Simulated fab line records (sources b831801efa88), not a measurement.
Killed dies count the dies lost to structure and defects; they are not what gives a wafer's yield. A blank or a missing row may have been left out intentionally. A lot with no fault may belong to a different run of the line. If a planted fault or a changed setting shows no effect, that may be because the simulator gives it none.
Struck lot and sound lot, side by side + flow sky130 + 16 steps out of a route of 708
Sound: wafers L711.1, L711.4, L711.6. Wafers L699.2, L699.3, L699.6 were the ones struck. The cause comes at the end.
Per side, at each step with rows, come the tool, then ch with its chambers, and then its first start. Under that, the readings that differ: sound wafers + struck wafers + difference of the means + sigmas: that difference in standard deviations of wafers without a fault.
alike: readings whose means differ by less than 2 such deviations, and words and numbers that are the same on both sides. not compared: withheld readings, readings that some wafer has no value for, bounds like >300 that may hide the same value, and numbers for which the record gives no deviation and whose values overlap.
A row with sigmas, a row that says differs or no value, or rows on one side alone: a step with any of these is where the two part. When numbers do not overlap yet have no deviation, they are printed without sigmas and do not part them. Lack of a reading on every wafer of one side parts them only where that side has two or more wafers.

first, 3 steps without rows for these wafers: SKY_SONOS_TUNNEL_EXPOSE_04 (exposes mask TUNM, target cd 410 nm); SKY_SONOS_TUNNEL_PEB_05; SKY_SONOS_TUNNEL_DEVELOP_06 (develop time 60 s).
SKY_SONOS_TUNNEL_CD_MEAS_07: target cd 410 nm.
  sound: cd_sem-01 at day 17 14:01; struck: cd_sem-02 at day 13 20:42
  alike: cd_nm
SKY_SONOS_TUNNEL_OVL_MEAS_08:
  sound: overlay-02 at day 17 14:08; struck: overlay-01 at day 13 20:49
  alike: SONOS_TUNNEL_OVL
then, 3 steps without rows for these wafers: SKY_SONOS_TUNNEL_IMPLANT_09; SKY_SONOS_TUNNEL_WET_ETCH_10 (etches SiO2 in dHF, target depth 14 nm, time 280 s); SKY_SONOS_TUNNEL_STRIP_11 (strips in SPM, time 600 s).
SKY_SONOS_TUNNEL_TW_MEAS_12:
  sound: film_metro-01 at day 17 14:46; struck: film_metro-01 at day 13 21:17
  alike: SONOS_TUNNEL_TW
then, 2 steps without rows for these wafers: SKY_SONOS_TUNNEL_CLEAN_13 (cleans in dHF, time 20 s); SKY_SONOS_ONO_OXIDATION_00 (stabilise 600 s, purge 300 s, target thk 2.6 nm).
SKY_SONOS_ONO_THK_MEAS_01:
  sound: film_metro-01 at day 17 16:47; struck: film_metro-02 at day 14 00:53
| reading                      | sound          | struck         | difference | sigmas |
|------------------------------|----------------|----------------|------------|--------|
| SONOS_ONO_OXIDATION_THK (nm) | 2.64 2.65 2.64 | 2.55 2.46 2.56 | -0.12      | -2     |
SKY_SONOS_ONO_CVD_02: deposits Si3N4 from DCS/NH3, target thk 10.5 nm, time 180 s.
  sound on lpcvd-02 ch 1, day 17 17:47; struck on lpcvd-02 ch 0, day 14 00:56
| reading                                     | sound             | struck            | difference | sigmas |
|---------------------------------------------|-------------------|-------------------|------------|--------|
| spike_tc_centre_C (C)                       | 769.6 770.0 770.5 | 790.1 790.9 791.6 | +20.8      | +17    |
| zone_power_centre_pct (%)                   | 14.23 14.35 14.27 | 19.53 19.82 19.41 | +5.30      | +35    |
| zone_power_lower_pct (%)                    | 11.93 12.02 11.72 | 10.12 10.00 9.81  | -1.91      | -11    |
| zone_power_upper_pct (%)                    | 13.47 13.62 13.10 | 10.59 10.48 10.61 | -2.84      | -11    |
| model.Si3N4_of_SONOS_ONO_CVD_02.thk_nm (nm) | 10.56 10.51 10.41 | 11.53 11.24 10.71 | +0.67      |        |
SKY_SONOS_ONO_THK_MEAS_03:
  sound: film_metro-02 at day 17 18:50; struck: film_metro-02 at day 14 01:59
| reading                   | sound             | struck            | difference | sigmas |
|---------------------------|-------------------|-------------------|------------|--------|
| SONOS_ONO_CVD_02_THK (nm) | 10.54 10.49 10.44 | 11.52 11.21 10.77 | +0.68      | +5     |
then, 1 step without rows for these wafers: SKY_SONOS_ONO_CVD_04 (deposits SiO2 from SiH4/N2O, target thk 5.7199 nm).
-- a jump in the record: the struck wafers' starts before and after are 34 days apart (it breaks off in module SONOS_ONO and resumes in module PAD_OPEN, where the first step shown is number 708 of the route) --
SKY_PAD_OPEN_PROBE_99:
  sound: prober-02 at day 50 01:51; struck: prober-01 at day 48 09:46
| reading                               | sound                | struck               | difference | sigmas |
|---------------------------------------|----------------------|----------------------|------------|--------|
| model.etest.cap_ono.gate_log10_a_cm2  | -7.849 -8.013 -7.857 | -8.749 -8.386 -8.17  | -0.529     |        |
| model.etest.cap_ono.tox_acc_nm (nm)   | 12.81 12.87 12.88    | 13.47 13.25 13.05    | +0.40      |        |
| model.etest.sonos_programmed.vt_v (V) | 1.508 1.505 1.481    | 1.108 1.252 1.38     | -0.251     |        |
| model.etest.sonos_baked.vt_v (V)      | 1.057 0.9803 0.9952  | 0.7239 0.8455 0.9078 | -0.1851    |        |
  alike: killed_at_M0_to_M3, killed_at_M4_up, killed_at_contacts, killed_at_front_end, killed_at_other, killed_dies, killed_open, killed_short
  not compared: model.etest.sonos_erased.drive_ua_um, model.etest.sonos_uncharged.r_on_ohm_um, model.etest.cap_ono.gate_bv_v, model.etest.sonos_erased.vt_v

WHERE THEY PART
First at SKY_SONOS_ONO_THK_MEAS_01; last, within this record, at SKY_SONOS_ONO_THK_MEAS_03. Later steps at which nothing parts them and some readings are alike: SKY_PAD_OPEN_PROBE_99.

WHY: what had been put in by the simulator
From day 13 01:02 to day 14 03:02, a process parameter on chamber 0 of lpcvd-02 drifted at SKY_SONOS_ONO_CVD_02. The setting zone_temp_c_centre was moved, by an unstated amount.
